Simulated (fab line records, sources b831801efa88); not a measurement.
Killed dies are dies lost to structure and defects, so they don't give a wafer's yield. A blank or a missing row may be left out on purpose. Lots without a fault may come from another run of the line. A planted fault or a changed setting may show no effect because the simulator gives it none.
fab line records | flow sfq_line
record lots=6 wafers=18 last_day=75
route steps=325 shown M3@125 I3@133
lots that met no fault: from a run of the same line without faults
start_h: hours from the record's first day to the start of the lot's first wafer shown | wait_h: hours since the lot's step before | " the same as in the row above | L1.1+2: a row that stands for several wafers | - no value, or no start given | * or withheld: withheld | < > ~ a bound
route shown NAME@n: a module of which the file shows steps, and the number in the route of the first | usual: mean/standard deviation of fault-free wafers | same: alike in all rows | chamber/n: place in a boat | sites: the reading at each site | _std_site: their standard deviation | _edge_site: outer sites' mean less inner sites' | radius_mm: how far each site lies from the wafer's centre | mask NAME#n: copy n | behind: the tool/chamber that last shaped the wafer | hold: why the lot was held/for how many hours/how that ended | device: the transistor (n, p or np) that didn't switch | end of line: the same wafers' tests at the end of the route | a step without rows: its recipe alone | killed: dies lost to structure and defects at the first sort, not the wafer's yield | map: a wafer's dies, x killed, . not, _ none there
set.NAME: the setting as run; set.NAME@STEP: as run at that earlier step | model.NAME: the simulator's own value behind a step, which no gauge read
lots at some steps of the route; a table a step, a row a wafer
services: from which hour (start_h, from the record's first day; less than 0 if before it) a tool's chamber was out of use, for how many hours, and why
## steps
# step SFQ_TRILAYER_M3_LITHO_EXPOSE_076
# recipe mask_id=M3 na=0.6 source_shape=conventional sigma_outer=0.65 target_cd_nm=500 dose_mj=14.4
# step SFQ_TRILAYER_M3_LITHO_PEB_078
# recipe peb_temp_c=115 peb_time_s=60 resist=KrF
# step SFQ_TRILAYER_M3_LITHO_DEVELOP_077
# recipe time_s=60 resist=KrF
# step SFQ_M3_OVL_MEAS_921
# usual M3_OVL=-1/6.6
# columns lot.wafer tool chamber start_h wait_h M3_OVL[nm]
L776.1 overlay-01 - 699.41 0.1 8
L776.3 " - " " 3
L776.6 " - " " 7
L777.1 overlay-01 - 707.36 0.1 4
L777.4 " - " " 18
L777.6 " - " " 12
L784.1 overlay-01 - 808.23 0.1 6
L784.3 " - " " 8
L784.5 " - " " 6
L786.2 overlay-01 - 819.04 0.1 -6
L786.3 " - " " -6
L786.5 " - " " -3
L791.2 overlay-01 - 864.44 0.1 -9
L791.4 " - " " -5
L791.5 " - " " -14
L792.2 overlay-02 - 877.32 0.1 -11
L792.4 " - " " 1
L792.5 " - " " -8
# step SFQ_TRILAYER_M3_BARC_OPEN_METAL_ETCH_100
# recipe mask_material=PR chemistry=O2 target_depth_nm=125 target=BARC icp_w=600 bias_w=80 pressure_mtorr=10 time_s=41.7
# usual drypump_motor_current_A=5.9/0.33 oes_product_au=0.685/0.0051
# columns lot.wafer tool chamber start_h wait_h drypump_motor_current_A oes_product_au rf_hours_counter_h
L776.1 rie_metal-03 1 699.45 0.0 5.9 0.679 29
L776.3 " 0 " " 5.9 0.688 -
L776.6 " 1 " " 5.9 0.681 -
L777.1 rie_metal-04 1 707.40 0.0 5.5 0.690 26
L777.4 " 1 " " 5.5 0.693 -
L777.6 " 1 " " 5.4 0.684 -
L784.1 rie_metal-04 1 808.27 0.0 5.4 0.684 42
L784.3 " 1 " " 5.4 0.681 -
L784.5 " 1 " " 5.4 0.686 -
L786.2 rie_metal-04 1 819.07 0.0 5.4 0.682 44
L786.3 " 0 " " 6.3 0.676 -
L786.5 " 0 " " 6.4 0.684 -
L791.2 rie_metal-02 0 864.47 0.0 5.6 0.689 123
L791.4 " 0 " " 5.6 0.690 -
L791.5 " 0 " " 5.6 0.674 -
L792.2 rie_metal-02 0 877.35 0.0 5.6 0.683 126
L792.4 " 0 " " 5.6 0.680 -
L792.5 " 1 " " 6.3 0.685 -
# step SFQ_TRILAYER_M3_ETCH_METAL_ETCH_078
# recipe target=Nb stop_on=SiO2 mask_material=PR chemistry=Cl2/Ar target_depth_nm=240 icp_w=600 bias_w=80 pressure_mtorr=10 time_s=120
# usual drypump_motor_current_A=5.9/0.34 oes_product_au=0.894/0.0072
# columns lot.wafer tool chamber start_h wait_h drypump_motor_current_A oes_product_au rf_hours_counter_h
L776.1 rie_metal-03 1 699.51 0.0 5.9 0.899 29
L776.3 " 0 " " 5.8 0.895 -
L776.6 " 1 " " 6.0 0.898 -
L777.1 rie_metal-04 1 707.46 0.0 5.4 0.898 27
L777.4 " 1 " " 5.4 0.902 -
L777.6 " 1 " " 5.4 0.890 -
L784.1 rie_metal-04 1 808.33 0.0 5.4 0.895 42
L784.3 " 1 " " 5.4 0.903 -
L784.5 " 1 " " 5.4 0.885 -
L786.2 rie_metal-04 1 819.13 0.0 5.4 0.895 44
L786.3 " 0 " " 6.4 0.904 -
L786.5 " 0 " " 6.4 0.897 -
L791.2 rie_metal-02 0 864.53 0.0 5.6 0.875 123
L791.4 " 0 " " 5.6 0.883 -
L791.5 " 0 " " 5.6 0.895 -
L792.2 rie_metal-02 0 877.41 0.0 5.6 0.901 126
L792.4 " 0 " " 5.6 0.888 -
L792.5 " 1 " " 6.2 0.892 -
# step SFQ_TRILAYER_M3_STRIP_STRIP_079
# recipe gas=O2 power_w=200 platen_temp_c=40 overash_fraction=0.65 chemistry=O2 pressure_mtorr=50
# usual drypump_motor_current_A=5.9/0.34 oes_product_au=0.998/0.0086
# columns lot.wafer tool chamber start_h wait_h drypump_motor_current_A oes_product_au rf_hours_counter_h
L776.1 rie_metal-03 1 699.64 0.1 6.0 1.004 29
L776.3 " 0 " " 5.9 1.005 -
L776.6 " 1 " " 6.0 1.001 -
L777.1 rie_metal-04 1 707.59 0.1 5.4 0.997 27
L777.4 " 1 " " 5.4 0.996 -
L777.6 " 1 " " 5.4 0.987 -
L784.1 rie_metal-04 1 808.45 0.1 5.4 0.995 43
L784.3 " 1 " " 5.4 0.994 -
L784.5 " 1 " " 5.4 0.998 -
L786.2 rie_metal-04 1 819.25 0.1 5.4 1.000 44
L786.3 " 0 " " 6.4 1.008 -
L786.5 " 0 " " 6.4 1.012 -
L791.2 rie_metal-02 0 864.65 0.1 5.6 0.989 123
L791.4 " 0 " " 5.6 0.983 -
L791.5 " 0 " " 5.6 0.982 -
L792.2 rie_metal-02 0 877.53 0.1 5.6 0.980 126
L792.4 " 0 " " 5.6 0.982 -
L792.5 " 1 " " 6.2 0.998 -
# step SFQ_TRILAYER_M3_STRIP_SOLV_CLEAN_080
# recipe chemistry=NMP temp_c=70 time_s=600
# step SFQ_TRILAYER_I3_DEP_PECVD_081
# recipe material=SiO2 temp_c=150 time_s=111.11 pressure_torr=2.4 rf_w=183.3 precursor=SiH4/N2O target_thk_nm=500
# usual heater_power_outer_w=35/12 heater_power_w=90/17 throttle_valve_pct=24.2/1.1
# columns lot.wafer tool chamber start_h wait_h heater_power_outer_w heater_power_w throttle_valve_pct
L776.1 pecvd-03 2 700.41 0.0 35 85 24.2
L776.3 " 0 " " 45 96 22.4
L776.6 " 0 " " 47 99 22.6
L777.1 pecvd-02 2 708.36 0.0 54 126 24.0
L777.4 " 0 " " 46 103 22.2
L777.6 " 1 " " 25 79 23.9
L784.1 pecvd-03 0 809.23 0.0 42 94 23.0
L784.3 " 1 " " 24 75 25.3
L784.5 " 2 " " 42 96 24.1
L786.2 pecvd-02 1 820.03 0.0 27 83 24.3
L786.3 " 2 " " 54 126 24.3
L786.5 " 0 " " 47 103 23.1
L791.2 pecvd-04 2 865.43 0.0 14 64 23.9
L791.4 " 0 " " 27 87 27.4
L791.5 " 1 " " 41 86 25.2
L792.2 pecvd-04 0 878.31 0.0 25 80 27.1
L792.4 " 1 " " 46 93 25.3
L792.5 " 2 " " 14 63 23.9
# step SFQ_TRILAYER_I3_CMP_CMP_082
# recipe material=SiO2 down_force_psi=3 platen_rpm=60 pad_velocity_m_s=0.94248
# usual motor_current_A=10.6/0.97 time_to_endpoint_s=218/6.5
# columns lot.wafer tool chamber start_h wait_h motor_current_A time_to_endpoint_s
L776.3 cmp-02 1 715.83 15.4 10.5 211
L776.1 " 3 716.83 16.4 9.4 208
L776.6 " 1 717.83 17.3 10.9 215
L777.1 cmp-02 1 724.83 16.4 10.2 224
L777.4 " 2 " " 11.1 227
L777.6 " 1 726.83 18.4 10.1 224
L784.1 cmp-01 1 823.68 14.4 9.8 223
L784.3 " 3 824.68 15.4 11.9 222
L784.5 " 2 826.18 16.9 10.1 222
L786.2 cmp-01 3 832.68 12.6 12.3 225
L786.3 " 0 " " 10.9 213
L786.5 " 3 834.68 14.6 12.3 230
L791.4 cmp-02 0 889.33 23.8 11.1 222
L791.2 " 3 890.83 25.4 9.6 210
L791.5 " 0 " " 11.1 213
L792.4 cmp-01 0 902.18 23.8 10.5 211
L792.2 " 2 903.18 24.8 8.9 215
L792.5 " 0 904.18 25.8 11.0 222
# step SFQ_I3_BOW_MEAS_922
# recipe mode=bow
# usual I3_BOW=2/8.5
# columns lot.wafer tool chamber start_h wait_h I3_BOW[um]
L776.1 film_metro-04 - 718.33 1.0 7
L776.3 " - " " 12
L776.6 " - " " 4
L777.1 film_metro-04 - 727.33 2.0 -9
L777.4 " - " " -4
L777.6 " - " " -5
L784.1 film_metro-01 - 826.68 2.5 15
L784.3 " - " " 13
L784.5 " - " " 0
L786.2 film_metro-04 - 835.70 2.5 -13
L786.3 " - " " -11
L786.5 " - " " -12
L791.2 film_metro-01 - 892.35 1.0 5
L791.4 " - " " -1
L791.5 " - " " 10
L792.2 film_metro-01 - 904.70 1.0 1
L792.4 " - " " 11
L792.5 " - " " 2
# step SFQ_TRILAYER_I3_METRO_MEASURE_083
# step SFQ_TRILAYER_I3_VIA_LITHO_COAT_090
# recipe resist=BARC spin_rpm=3000 resist_thk_nm=62
# usual exhaust_pa=44.8/0.85 spin_speed_rpm=2999.6/2.1
# columns lot.wafer tool chamber start_h wait_h exhaust_pa spin_speed_rpm model.BARC_of_TRILAYER_I3_VIA_LITHO_COAT_090.thk_nm
L776.1 litho_track-01 0 719.65 1.0 45.3 2999.6 62.2
L776.3 " 0 " " 45.7 2996.8 62.12
L776.6 " 0 " " 45.6 2999.4 62.36
L777.1 litho_track-04 0 728.80 1.1 45.8 2999.8 61.86
L777.4 " 0 " " 43.9 3000.5 61.78
L777.6 " 0 " " 44.8 3001.1 61.89
L784.1 litho_track-01 0 828.00 1.0 45.1 1934.8 77.25
L784.3 " 0 " " 44.1 1935.4 77.27
L784.5 " 0 " " 43.8 1936.1 77.54
L786.2 litho_track-01 0 837.24 1.0 43.6 1933.6 77.16
L786.3 " 0 " " 43.7 1934.9 76.86
L786.5 " 0 " " 43.2 1935.9 76.98
L791.2 litho_track-04 0 893.70 0.8 44.6 2999.7 61.92
L791.4 " 0 " " 45.1 2994.7 62.08
L791.5 " 0 " " 44.4 2999.3 62.13
L792.2 litho_track-03 0 906.05 0.8 45.3 2998.9 61.85
L792.4 " 0 " " 45.0 2998.6 61.8
L792.5 " 0 " " 45.6 2997.9 61.81
# step SFQ_TRILAYER_I3_VIA_LITHO_COAT_085
# recipe resist=KrF spin_rpm=3000 resist_thk_nm=650
# step SFQ_TRILAYER_I3_VIA_LITHO_SOFTBAKE_089
# recipe temp_c=withheld time_s=withheld resist=KrF
# step SFQ_TRILAYER_I3_VIA_LITHO_EXPOSE_086
# recipe mask_id=I3 na=0.6 source_shape=conventional sigma_outer=0.65 target_cd_nm=500 dose_mj=21.3
# step SFQ_TRILAYER_I3_VIA_LITHO_PEB_088
# recipe peb_temp_c=115 peb_time_s=60 resist=KrF
# step SFQ_TRILAYER_I3_VIA_LITHO_DEVELOP_087
# recipe time_s=60 resist=KrF
# step SFQ_I3_OVL_MEAS_923
# usual I3_OVL=-1/4.9
# columns lot.wafer tool chamber start_h wait_h I3_OVL[nm]
L776.1 overlay-02 - 779.33 0.1 6
L776.3 " - " " 6
L776.6 " - " " 8
L777.1 overlay-01 - 792.63 0.1 2
L777.4 " - " " 1
L777.6 " - " " 4
L784.1 overlay-02 - 879.71 0.1 -1
L784.3 " - " " 5
L784.5 " - " " 1
L786.2 overlay-01 - 898.27 0.1 -11
L786.3 " - " " -7
L786.5 " - " " -11
L791.2 overlay-02 - 953.47 0.1 -4
L791.4 " - " " 2
L791.5 " - " " -1
L792.2 overlay-02 - 970.37 0.1 -3
L792.4 " - " " -2
L792.5 " - " " 10
# step SFQ_TRILAYER_I3_VIA_BARC_OPEN_VIA_ETCH_121
# recipe mask_material=PR chemistry=O2 target_depth_nm=125 target=BARC source_w=500 bias_w=80 pressure_mtorr=30 time_s=41.7
# usual drypump_motor_current_A=5.6/0.34 oes_product_au=0.686/0.0049
# columns lot.wafer tool chamber start_h wait_h drypump_motor_current_A oes_product_au rf_hours_counter_h model.etch.depth_nm
L776.1 rie_diel-03 1 779.37 0.0 5.5 0.693 17 62.2
L776.3 " 2 " " 5.5 0.692 8 62.12
L776.6 " 3 " " 6.2 0.682 - 62.36
L777.1 rie_diel-02 3 792.67 0.0 6.0 0.691 11 61.86
L777.4 " 2 " " 6.0 0.677 7 61.78
L777.6 " 3 " " 6.0 0.690 - 61.89
L784.1 rie_diel-03 2 879.75 0.0 5.5 0.764 10 77.25
L784.3 " 0 " " 6.0 0.761 5 77.27
L784.5 " 0 " " 6.0 0.753 - 77.54
L786.2 rie_diel-02 0 898.30 0.0 5.8 0.759 3 77.16
L786.3 " 3 " " 6.0 0.773 13 76.86
L786.5 " 1 " " 5.2 0.765 - 76.98
L791.2 rie_diel-02 0 953.50 0.0 5.7 0.684 5 61.92
L791.4 " 1 " " 5.2 0.683 16 62.08
L791.5 " 2 " " 6.0 0.684 - 62.13
L792.2 rie_diel-01 1 970.40 0.0 5.1 0.677 2 61.85
L792.4 " 3 " " 5.4 0.680 13 61.8
L792.5 " 2 " " 5.7 0.685 - 61.81
# step SFQ_TRILAYER_I3_VIA_ETCH_VIA_ETCH_088
# recipe target=SiO2 stop_on=Nb mask_material=PR taper_deg=20 chemistry=CHF3 target_depth_nm=260 source_w=500 bias_w=80 pressure_mtorr=30 time_s=withheld
## services
# columns tool chamber start_h hours kind
rie_diel-03 3 686.55 18.3 repair
rie_diel-03 1 686.80 5.1 repair
pecvd-03 - 692.83 1.3 repair
rie_diel-02 3 695.10 1.7 repair
rie_diel-02 2 698.29 11.8 repair
pecvd-03 2 710.35 6.5 repair
cmp-01 - 731.94 6.2 pm
rie_metal-03 1 735.50 4.4 repair
cmp-01 - 750.19 4.0 pm
rie_metal-04 1 756.50 11.4 repair
rie_diel-02 3 762.68 6.5 repair
cmp-01 - 766.19 6.3 pm
rie_metal-04 - 768.89 1.1 repair
cmp-01 - 810.10 1.6 repair
cmp-02 - 844.54 1.9 repair
cmp-02 - 844.71 1.2 repair
rie_metal-04 1 857.93 4.7 repair
rie_diel-02 0 891.35 4.0 repair
cmp-02 - 902.96 1.7 repair
rie_metal-02 1 915.54 1.7 repair
cmp-02 - 919.64 4.0 pm
rie_diel-02 2 923.01 8.2 repair
rie_metal-02 - 924.60 1.2 repair
rie_metal-03 - 945.08 13.5 repair
## key
first_sign step=SFQ_TRILAYER_I3_VIA_LITHO_COAT_090 reading=spin_speed_rpm direction=down sigmas=99+ usual=2999.6 struck=1935.1
effect step=SFQ_TRILAYER_I3_VIA_BARC_OPEN_VIA_ETCH_121 reading=oes_product_au direction=up sigmas=16 usual=0.686 struck=0.763
model_effect step=SFQ_TRILAYER_I3_VIA_LITHO_COAT_090 value=BARC_of_TRILAYER_I3_VIA_LITHO_COAT_090.thk_nm without=61.98 struck=77.18
model_effect step=SFQ_TRILAYER_I3_VIA_BARC_OPEN_VIA_ETCH_121 value=etch.depth_nm without=61.98 struck=77.18
met_at SFQ_TRILAYER_I3_VIA_LITHO_COAT_090
struck_wafers L784.1,L784.3,L784.5,L786.2,L786.3,L786.5
onset_between 719.65 828.00
fault kind=process_parameter_drift tool=litho_track-01 chamber=- onset_h=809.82 steps=SFQ_TRILAYER_I3_VIA_LITHO_COAT_090 channel=spin_rpm offset=-1064.8 shape=step end_h=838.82 acts_in=these_recipes_only stated=3000
